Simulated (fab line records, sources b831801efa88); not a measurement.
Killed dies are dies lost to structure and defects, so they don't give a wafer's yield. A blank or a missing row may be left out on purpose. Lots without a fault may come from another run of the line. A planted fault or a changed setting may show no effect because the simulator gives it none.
Split-lot experiment | flow gf180mcu | 5 lots, 27 wafers read, on a route of 602 steps

THE SPLIT
At GF_V1_CVD_02 (deposits SiO2 from TEOS, target thk 850 nm, time 94.851 s), the setting time_s was moved away from the recipe's 94.851 s on 6 of the 27 wafers read, by -29.8% to +34.8%. The other wafers ran this setting at the recipe's value.

The file shows no step between the split and the reading.

THE READING
V1_CVD_02_THK, in nm, at GF_V1_THK_MEAS_03. Fault-free wafers of this fab line usually give 852 nm, standard deviation 12 nm.

wafer  | tool, chamber at the split | time_s as run, s | against the recipe | V1_CVD_02_THK, nm | against lot-mates on the recipe
L074.1 | pecvd-03, 0                | 94.851           | recipe             | 831               | -
L074.2 | pecvd-03, 2                | 94.851           | recipe             | 839               | -
L074.3 | pecvd-03, 1                | 94.851           | recipe             | 820               | -
L074.4 | pecvd-03, 1                | 94.851           | recipe             | 847               | -
L074.5 | pecvd-03, 2                | 94.851           | recipe             | 844               | -
L074.6 | pecvd-03, 0                | 94.851           | recipe             | 837               | -
L078.1 | pecvd-03, 1                | 66.62            | -29.8%             | 598               | -262
L078.2 | pecvd-03, 0                | 94.851           | recipe             | 846               | -
L078.3 | pecvd-03, 2                | 66.62            | -29.8%             | 594               | -266
L078.4 | pecvd-03, 2                | 94.851           | recipe             | 870               | -
L078.5 | pecvd-03, 0                | 94.851           | recipe             | 863               | -
L078.6 | pecvd-03, 1                | 66.62            | -29.8%             | 606               | -254
L079.2 | pecvd-02, 0                | 94.851           | recipe             | 836               | -
L079.4 | pecvd-02, 1                | 94.851           | recipe             | 871               | -
L079.6 | pecvd-02, 0                | 94.851           | recipe             | 850               | -
L082.1 | pecvd-02, 2                | 94.851           | recipe             | 844               | -
L082.2 | pecvd-02, 0                | 94.851           | recipe             | 827               | -
L082.3 | pecvd-02, 1                | 94.851           | recipe             | 857               | -
L082.4 | pecvd-02, 0                | 94.851           | recipe             | 847               | -
L082.5 | pecvd-02, 1                | 94.851           | recipe             | 853               | -
L082.6 | pecvd-02, 2                | 94.851           | recipe             | 852               | -
L084.1 | pecvd-02, 0                | 94.851           | recipe             | 838               | -
L084.2 | pecvd-02, 1                | 94.851           | recipe             | 845               | -
L084.3 | pecvd-02, 2                | 127.9            | +34.8%             | 1134              | +285
L084.4 | pecvd-02, 0                | 127.9            | +34.8%             | 1146              | +297
L084.5 | pecvd-02, 1                | 127.9            | +34.8%             | 1158              | +309
L084.6 | pecvd-02, 2                | 94.851           | recipe             | 864               | -

THE FIT
A straight line over all 27 wafers: V1_CVD_02_THK changes by +8.47 nm for each +1% of time_s; r = +1.00; the points scatter about the line by 13 nm.
The same after taking each lot's own level away (the mean of its wafers on the recipe; 27 wafers): +8.62 nm for each +1%; r = +1.00; scatter 10 nm.
On that fit, the largest move of time_s shifts the reading by 3e+02 nm.
The lots' own levels span 836.3 to 859.7 nm, that is 1.9 times the standard deviation above.
So the lot-to-lot level changes the slope little: the two slopes agree.
Check: with one of the wafers moved furthest among these (+34.8%) left out of the fit, the line predicts +304 nm for it against its lot-mates. It came out at +285 nm against them.

OTHER SPLITS ON THESE WAFERS
These wafers also went through other splits before the reading. Each is held against what the fit with the lots' levels taken away leaves over:
other split on the same wafers   | wafers away from the commonest value | r with V1_CVD_02_THK (lot level and that fit taken away)
GF_POLY_GATE_ETCH_13 time_s      | 12                                   | +0.36
GF_PSD_DEVELOP_06 develop_time_s | 6                                    | +0.13
GF_SAB_DEVELOP_08 develop_time_s | 9                                    | -0.17

THE WHOLE CHAIN: every reading that the file lists as answering this split, in the file's order
step              | what it does                                              | reading                                                                   | change (the file's fit)              | r (the file's)
GF_V1_CVD_02      | deposits SiO2 from TEOS, target thk 850 nm, time 94.851 s | SiO2_of_V1_CVD_02.thk_nm (the simulator's own value, which no gauge read) | +8.61 nm for each +1% of the setting | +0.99
GF_V1_THK_MEAS_03 |                                                           | V1_CVD_02_THK                                                             | +8.62 for each +1% of the setting    | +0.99
GF_V1_CMP_04      | polishes SiO2                                             | time_to_endpoint_s                                                        | withheld for each +1% of the setting | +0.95

THE FILE'S OWN FIT
V1_CVD_02_THK changes by +8.62 nm for each +1% of time_s, r = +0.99.
